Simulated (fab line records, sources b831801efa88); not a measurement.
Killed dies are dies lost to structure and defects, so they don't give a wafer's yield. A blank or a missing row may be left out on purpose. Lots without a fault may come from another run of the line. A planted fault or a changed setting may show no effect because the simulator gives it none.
Chamber matching | flow sky130 | SKY_VIA2_CMP_24 on cmp-02: 4 sister chambers
The step polishes, stops on SiO2, t overpolish 20 s, target thk 0 nm. 16 wafers are shown with their chamber, then 8 later ones without.

WAFERS WITH THEIR CHAMBER
wafer  | chamber | motor_current_A (A) | retaining_ring_pressure_frac | time_to_endpoint_s (s)
L691.2 | 3       | 10.2                | 0.998                        | 103
L691.4 | 1       | 11.8                | 1.000                        | 101
L691.5 | 1       | 11.0                | 0.997                        | 100
L692.2 | 0       | 11.4                | 0.987                        | 99
L692.3 | 1       | 11.0                | 1.003                        | 98
L692.5 | 3       | 9.6                 | 1.003                        | 99
L702.4 | 2       | 8.9                 | 0.995                        | 98
L702.5 | 0       | 11.6                | 1.003                        | 99
L702.6 | 3       | 9.8                 | 1.002                        | 98
L704.3 | 3       | 9.9                 | 1.003                        | 97
L704.4 | 1       | 11.1                | 1.001                        | 103
L704.5 | 0       | 10.6                | 0.992                        | 103
L707.1 | 3       | 9.4                 | 1.004                        | 103
L707.2 | 2       | 8.7                 | 1.001                        | 98
L707.6 | 0       | 11.2                | 0.995                        | 107
L708.1 | 3       | 10.0                | 1.004                        | 102

SIGNATURES (means of the wafers above)
reading                      | chamber 0 | chamber 1 | chamber 2 | chamber 3 | scatter within a chamber
motor_current_A              | 11.200    | 11.225    | 8.800     | 9.817     | 0.346
retaining_ring_pressure_frac | 0.99425   | 1.00025   | 0.99800   | 1.00233   | 0.00405
time_to_endpoint_s           | 102.00    | 100.50    | 98.00     | 100.33    | 2.77
Rule: a wafer's distance from a chamber is the root of the sum, over the readings, of the square of ((its reading less the chamber's mean) divided by the reading's scatter). The wafer belongs to the nearest chamber; if the next one is less than 2 further off, it can't be placed. The scatter: the root of (the sum of the squares of (reading less its chamber's mean) over the shown wafers, divided by (wafers less chambers)).

WAFERS WITHOUT THEIR CHAMBER
wafer  | motor_current_A (A) | retaining_ring_pressure_frac | time_to_endpoint_s (s)
L708.3 | 8.6                 | 1.003                        | 98
L708.6 | 11.9                | 0.998                        | 98
L710.2 | 11.3                | 0.996                        | 102
L710.4 | 11.2                | 0.998                        | 102
L710.5 | 8.8                 | 1.000                        | 95
L711.1 | 8.9                 | 0.990                        | 102
L711.3 | 10.9                | 1.003                        | 103
L711.4 | 11.2                | 0.999                        | 105

WHICH CHAMBER EACH WENT THROUGH
wafer  | from the rows above          | in truth
L708.3 | 2                            | 2
L708.6 | can't be placed: 1 or 0      | 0
L710.2 | can't be placed: 0 or 1      | 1
L710.4 | can't be placed: 1 or 0      | 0
L710.5 | 2                            | 2
L711.1 | can't be placed: 2 or 3      | 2
L711.3 | can't be placed: 1 or 0 or 3 | 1
L711.4 | can't be placed: 0 or 1      | 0
Placed correctly: 2 of 8. Can't be placed from these rows: 6 (the true chamber is among the candidates in 6). Placed wrongly: 0.
